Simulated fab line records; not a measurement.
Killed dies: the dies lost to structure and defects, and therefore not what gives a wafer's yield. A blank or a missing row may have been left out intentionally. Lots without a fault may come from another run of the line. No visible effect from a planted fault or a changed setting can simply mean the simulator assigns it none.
A lot that was struck, set against a sound lot + flow sky130 + 15 steps out of a route of 708
Sound: wafers L249.1, L249.5, L249.6. Struck: wafers L255.1, L255.2, L255.5. The cause comes at the end.
For every step that has rows: the tool of each side, followed by ch and its chambers, followed by its first start. Under that, the readings that differ: sound wafers + struck wafers + difference of the means + sigmas: that difference in standard deviations of wafers without a fault.
alike: words and numbers the same on both sides, and readings whose means are apart by under 2 such deviations; not compared: readings that were withheld, readings missing a value for some wafer, numbers with overlapping values and no deviation given by the record, and bounds like >300 which may hide the same value.
A row with sigmas, a row that says differs or no value, or rows on one side alone: a step with any of these is where the two part. Numbers that don't overlap but have no deviation are shown without sigmas and don't part them. A reading missing from all wafers of one side parts the sides only when that side holds two or more wafers.

SKY_VIA3_STRIP_16: strips in O2/N2.
  sound on plasma_asher-04 ch 0,1, day 40 04:23; struck on plasma_asher-02 ch 0,1, day 42 07:22
| reading                     | sound       | struck      | difference | sigmas |
|-----------------------------|-------------|-------------|------------|--------|
| drypump_motor_current_A (A) | 6.0 6.1 6.0 | 5.6 5.0 5.0 | -0.8       | -2     |
  alike: oes_product_au, strip_time_to_endpoint_s
  not compared: rf_hours_counter_h
then, 3 steps without rows for these wafers: SKY_VIA3_STRIP_17 (strips in post etch residue remover, time 1200 s); SKY_VIA3_CLEAN_18 (cleans in IPA, time 180 s); SKY_VIA3_CLEAN_19 (cleans in O3/DIW).
SKY_VIA3_SPUTTER_20: material TiN, target thk 20 nm, time 80 s.
  sound on pvd_sputter-02 at day 40 04:59; struck on pvd_sputter-04 at day 42 08:02
  alike: chamber_pressure_pa, throttle_valve_pct
then, 1 step without rows for these wafers: SKY_VIA3_CVD_21 (deposits W, target thk 390 nm, time 117.31 s).
SKY_VIA3_RS_MEAS_22: measures by four-point-probe.
  sound on film_metro-04 at day 40 05:10; struck on film_metro-02 at day 42 08:13
  alike: VIA3_W_RS
SKY_VIA3_THK_MEAS_23: measures by xrf.
  sound on film_metro-04 at day 40 05:17; struck on film_metro-02 at day 42 08:20
  alike: VIA3_W_THK
SKY_VIA3_CMP_24: polishes, stops on SiO2, t overpolish 20 s, target thk 0 nm.
  sound on cmp-02 ch 2,3, day 40 05:24; struck on cmp-01 ch 0,2,3, day 42 08:30
  alike: motor_current_A, overpolish_run_s, time_to_endpoint_s
then, 1 step without rows for these wafers: SKY_METAL4_SPUTTER_00 (material Ti, target thk 15 nm, time 10 s).
SKY_METAL4_SPUTTER_01: material TiN, target thk 20 nm, time 16.7 s.
  sound on pvd_sputter-01 at day 40 05:40; struck on pvd_sputter-01 at day 42 08:44
  alike: chamber_pressure_pa, throttle_valve_pct
then, 1 step without rows for these wafers: SKY_METAL4_SPUTTER_02 (material AlCu, target thk 735 nm, time 39.1 s).
SKY_METAL4_SPUTTER_03: material Ti, target thk 5 nm, time 3.3 s.
  sound on pvd_sputter-01 at day 40 05:44; struck on pvd_sputter-01 at day 42 08:47
| reading                  | sound                | struck               | difference | sigmas |
|--------------------------|----------------------|----------------------|------------|--------|
| chamber_pressure_pa (Pa) | 0.4005 0.3997 0.4003 | 0.3500 0.3512 0.3495 | -0.0499    | -63    |
| throttle_valve_pct (%)   | 29.4 29.8 28.6       | 31.9 31.6 31.7       | +2.5       | +2     |
SKY_METAL4_SPUTTER_04: material TiN, target thk 70 nm, time 58.3 s.
  sound on pvd_sputter-01 at day 40 05:45; struck on pvd_sputter-01 at day 42 08:49
  alike: chamber_pressure_pa, throttle_valve_pct
-- the record jumps here: 6 days lie between the struck wafers' starts before and after (it left off in module METAL4 and takes up again in module PAD_OPEN, whose first step shown is number 708 of the route) --
SKY_PAD_OPEN_PROBE_99:
  sound on prober-01 at day 46 05:09; struck on prober-01 at day 48 00:07
  alike: defect_limited_yield, killed_at_M0_to_M3, killed_at_M4_up, killed_at_contacts, killed_at_front_end, killed_at_other, killed_dies, killed_open, killed_short, sort_bin_3_pad_short, sort_bin_5_function, sort_bin_6_memory, sort_n_pass, sort_yield_pct

== WHERE THEY PART ==
First at SKY_VIA3_STRIP_16; last, within this record, at SKY_METAL4_SPUTTER_03. Later steps at which nothing parts them and some readings are alike: SKY_METAL4_SPUTTER_04, SKY_PAD_OPEN_PROBE_99.

WHY: the cause the simulator had injected
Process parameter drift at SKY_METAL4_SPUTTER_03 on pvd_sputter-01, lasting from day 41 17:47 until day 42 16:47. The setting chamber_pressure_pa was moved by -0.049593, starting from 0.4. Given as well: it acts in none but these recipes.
